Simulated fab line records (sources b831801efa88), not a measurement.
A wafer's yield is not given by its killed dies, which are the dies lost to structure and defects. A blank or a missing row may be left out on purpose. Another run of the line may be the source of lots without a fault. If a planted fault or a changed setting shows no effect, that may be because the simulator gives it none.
A struck lot beside a sound one | flow sky130 | 43 out of 708 route steps
Sound: wafers L387.1, L387.3, L387.6. Wafers struck: L398.1, L398.4, L398.5. The cause comes at the end.
At each step with rows: each side's tool, then ch and its chambers, then its first start. Under that, the readings that differ: sound wafers | struck wafers | difference of the means | sigmas: that difference in standard deviations of wafers without a fault.
alike: words and numbers the same on both sides, and readings whose means are apart by under 2 such deviations; not compared: readings that were withheld, readings missing a value for some wafer, numbers with overlapping values and no deviation given by the record, and bounds like >300 which may hide the same value.
A row with sigmas, a row that says differs or no value, or rows on one side alone: a step with any of these is where the two part. When numbers do not overlap yet have no deviation, they are printed without sigmas and do not part them. Lack of a reading on every wafer of one side parts them only where that side has two or more wafers.

first, 5 steps without rows for these wafers: SKY_LDD_N_COAT_02 (resist thk 300 nm); SKY_LDD_N_SOFTBAKE_03 (time 60 s); SKY_LDD_N_EXPOSE_04 (exposes mask NTM, target cd 840 nm); SKY_LDD_N_PEB_05; SKY_LDD_N_DEVELOP_06 (develop time 60 s).
SKY_LDD_N_OVL_MEAS_07:
  sound on overlay-01 at day 21 08:29; struck on overlay-02 at day 24 07:31
  alike: LDD_N_OVL
then, 6 steps without rows for these wafers: SKY_LDD_N_IMPLANT_08; SKY_LDD_N_IMPLANT_09; SKY_LDD_N_IMPLANT_10; SKY_LDD_N_IMPLANT_11; SKY_LDD_N_IMPLANT_12; SKY_LDD_N_IMPLANT_13.
SKY_LDD_N_IMPLANT_14:
  sound on implanter-01 ch 0, day 21 09:25; struck on implanter-03 ch 0, day 24 08:26
then, 1 step without rows for these wafers: SKY_LDD_N_IMPLANT_15.
SKY_LDD_N_STRIP_16: strips in O2/N2.
  sound on plasma_asher-02 ch 0,1, day 21 09:43; struck on plasma_asher-01 ch 0,1, day 24 08:44
  alike: drypump_motor_current_A, n2_flow_sccm, o2_flow_sccm, oes_product_au, strip_time_to_endpoint_s
  not compared: rf_hours_counter_h
SKY_LDD_N_TW_MEAS_17:
  sound on film_metro-02 at day 21 09:49; struck on film_metro-03 at day 24 08:50
  alike: LDD_N_TW
then, 7 steps without rows for these wafers: SKY_LDD_P_DEHYDRATE_00 (time 60 s); SKY_LDD_P_HMDS_01 (prime time 60 s); SKY_LDD_P_COAT_02 (resist thk 1140 nm); SKY_LDD_P_SOFTBAKE_03 (time 60 s); SKY_LDD_P_EXPOSE_04 (exposes mask PSDM, target cd 380 nm); SKY_LDD_P_PEB_05; SKY_LDD_P_DEVELOP_06 (develop time 60 s).
SKY_LDD_P_CD_MEAS_07: target cd 380 nm.
  sound on cd_sem-01 at day 22 16:31; struck on cd_sem-02 at day 25 14:29
  alike: cd_nm
SKY_LDD_P_OVL_MEAS_08:
  sound on overlay-01 at day 22 16:38; struck on overlay-02 at day 25 14:36
  alike: LDD_P_OVL
then, 1 step without rows for these wafers: SKY_LDD_P_IMPLANT_09.
SKY_LDD_P_STRIP_10: strips in O2/N2.
  sound on plasma_asher-03 ch 1, day 22 16:49; struck on plasma_asher-03 ch 0,1, day 25 14:47
  alike: drypump_motor_current_A, n2_flow_sccm, o2_flow_sccm, oes_product_au, strip_time_to_endpoint_s
  not compared: rf_hours_counter_h
SKY_LDD_P_TW_MEAS_11:
  sound on film_metro-04 at day 22 16:55; struck on film_metro-04 at day 25 14:53
  reading  | sound       | struck      | difference | sigmas
  LDD_P_TW | 646 641 642 | 635 635 634 | -8         | -2
then, 7 steps without rows for these wafers: SKY_LDD_HVN_DEHYDRATE_00 (time 60 s); SKY_LDD_HVN_HMDS_01 (prime time 60 s); SKY_LDD_HVN_COAT_02 (resist thk 300 nm); SKY_LDD_HVN_SOFTBAKE_03 (time 60 s); SKY_LDD_HVN_EXPOSE_04 (exposes mask HVNTM, target cd 700 nm); SKY_LDD_HVN_PEB_05; SKY_LDD_HVN_DEVELOP_06 (develop time 60 s).
SKY_LDD_HVN_OVL_MEAS_07:
  sound on overlay-01 at day 23 22:40; struck on overlay-01 at day 26 19:25
  alike: LDD_HVN_OVL
then, 1 step without rows for these wafers: SKY_LDD_HVN_IMPLANT_08.
SKY_LDD_HVN_STRIP_09: strips in O2/N2.
  sound on plasma_asher-04 ch 1, day 23 22:50; struck on plasma_asher-01 ch 0,1, day 26 19:35
  reading                      | sound             | struck            | difference | sigmas
  strip_time_to_endpoint_s (s) | 4.116 4.112 4.120 | 4.146 4.156 4.130 | +0.028     | +2
  alike: drypump_motor_current_A, n2_flow_sccm, o2_flow_sccm, oes_product_au
  not compared: rf_hours_counter_h
SKY_LDD_HVN_TW_MEAS_10:
  sound on film_metro-03 at day 23 22:56; struck on film_metro-04 at day 26 19:41
  alike: LDD_HVN_TW
then, 3 steps without rows for these wafers: SKY_LDD_HVP_DEHYDRATE_00 (time 60 s); SKY_LDD_HVP_HMDS_01 (prime time 60 s); SKY_LDD_HVP_COAT_02 (resist thk 300 nm).
-- record jumps: 23 days separate the struck wafers' starts on either side; left off in module LDD_HVP, taken up again in module PAD_OPEN, whose first shown step is the route's number 708 --
SKY_PAD_OPEN_PROBE_99:
  sound on prober-02 at day 48 02:50; struck on prober-01 at day 49 23:54
  reading                                           | sound                | struck               | difference | sigmas
  model.etest.diode_nwell_sub.leak_log10_a_cm2      | -7.502 -7.114 -7.295 | -6.014 -6.177 -6.179 | +1.180     |
  model.etest.diode_dnwell_sub.leak_log10_a_cm2     | -7.455 -7.014 -7.261 | -6.247 -6.391 -6.207 | +0.962     |
  model.etest.diode_pwell_dnwell.leak_log10_a_cm2   | -7.627 -7.438 -7.696 | -6.58 -6.884 -6.479  | +0.94      |
  model.etest.diode_ndiff_pwell_hv.leak_log10_a_cm2 | -6.712 -6.676 -6.696 | -6.32 -5.992 -5.769  | +0.67      |
  model.etest.diode_ndiff_pwell.leak_log10_a_cm2    | -7.306 -7.16 -7.259  | -6.807 -6.724 -6.737 | +0.486     |
  model.etest.diode_pdiff_nwell_hv.leak_log10_a_cm2 | -6.919 -6.559 -6.676 | -6.084 -6.092 -5.933 | +0.682     |
  model.etest.diode_pdiff_nwell.leak_log10_a_cm2    | -7.26 -7.096 -7.372  | -6.455 -6.53 -6.715  | +0.676     |
  model.etest.nfet_16v.off_log10_a_um               | -13.79 -13.88 -13.87 | -13.16 -13.43 -13.5  | +0.48      |
  alike: killed_at_M0_to_M3, killed_at_M4_up, killed_at_contacts, killed_at_front_end, killed_at_other, killed_dies, killed_open, killed_short

## WHERE THEY PART
Last at SKY_LDD_HVN_STRIP_09 as far as this record goes, first at SKY_LDD_P_TW_MEAS_11. Later steps at which nothing parts them and some readings are alike: SKY_LDD_HVN_TW_MEAS_10, SKY_PAD_OPEN_PROBE_99.

WHY: the cause the simulator had injected
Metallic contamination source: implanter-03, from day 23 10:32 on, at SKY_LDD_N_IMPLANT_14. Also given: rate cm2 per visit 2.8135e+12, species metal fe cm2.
